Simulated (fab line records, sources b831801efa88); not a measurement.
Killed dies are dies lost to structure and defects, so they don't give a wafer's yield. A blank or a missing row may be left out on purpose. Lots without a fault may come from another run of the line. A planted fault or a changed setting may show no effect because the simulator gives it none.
Chamber matching | flow gf180mcu | GF_V2_CMP_04 on cmp-01: 4 sister chambers
The step polishes SiO2. 16 wafers are shown with their chamber, then 8 later ones without.

WAFERS WITH THEIR CHAMBER
wafer  | chamber | motor_current_A (A) | time_to_endpoint_s (s) | slurry_filter_dp_kPa (kPa)
L563.4 | 1       | 12.8                | 88                     | 13.63
L563.5 | 1       | 11.8                | 92                     | 13.41
L563.6 | 0       | 12.3                | 81                     | 13.55
L568.1 | 3       | 15.7                | 81                     | 13.16
L568.4 | 0       | 11.6                | 85                     | 13.38
L568.5 | 0       | 11.8                | 84                     | 13.56
L573.3 | 0       | 12.1                | 80                     | 13.63
L573.4 | 3       | 16.0                | 90                     | 13.30
L573.6 | 3       | 16.0                | 95                     | 13.59
L574.1 | 2       | 12.1                | 67                     | 13.78
L574.2 | 1       | 12.4                | 75                     | 13.74
L574.6 | 3       | 16.8                | 81                     | 13.53
L577.3 | 0       | 11.7                | 71                     | 13.35
L577.5 | 0       | 12.1                | 80                     | 13.65
L577.6 | 3       | 16.4                | 78                     | 13.56
L580.1 | 1       | 12.3                | 81                     | 13.57

SIGNATURES (means of the wafers above)
reading              | chamber 0 | chamber 1 | chamber 2 | chamber 3 | scatter within a chamber
motor_current_A      | 11.933    | 12.325    | 12.100    | 16.180    | 0.366
time_to_endpoint_s   | 80.17     | 84.00     | 67.00     | 85.00     | 6.45
slurry_filter_dp_kPa | 13.5200   | 13.5875   | 13.7800   | 13.4280   | 0.153
Rule: a wafer's distance from a chamber is the root of the sum, over the readings, of the square of ((its reading less the chamber's mean) divided by the reading's scatter). The wafer belongs to the nearest chamber; if the next one is less than 2 further off, it can't be placed. The scatter: the root of (the sum of the squares of (reading less its chamber's mean) over the shown wafers, divided by (wafers less chambers)).

WAFERS WITHOUT THEIR CHAMBER
wafer  | motor_current_A (A) | time_to_endpoint_s (s) | slurry_filter_dp_kPa (kPa)
L580.2 | 12.0                | 78                     | 13.59
L580.3 | 12.0                | 73                     | 13.43
L581.3 | 16.5                | 77                     | 13.55
L581.4 | 12.1                | 66                     | 13.37
L581.6 | 10.7                | 71                     | 13.50
L582.1 | 12.2                | 60                     | 13.44
L582.4 | 12.5                | 75                     | 13.61
L582.6 | 16.4                | 87                     | 13.57

WHICH CHAMBER EACH WENT THROUGH
wafer  | from the rows above          | in truth
L580.2 | can't be placed: 0 or 1 or 2 | 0
L580.3 | can't be placed: 0 or 1 or 2 | 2
L581.3 | 3                            | 3
L581.4 | can't be placed: 0 or 2 or 1 | 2
L581.6 | can't be placed: 0 or 2 or 1 | 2
L582.1 | can't be placed: 2 or 0 or 1 | 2
L582.4 | can't be placed: 1 or 0 or 2 | 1
L582.6 | 3                            | 3
Placed correctly: 2 of 8. Can't be placed from these rows: 6 (the true chamber is among the candidates in 6). Placed wrongly: 0.
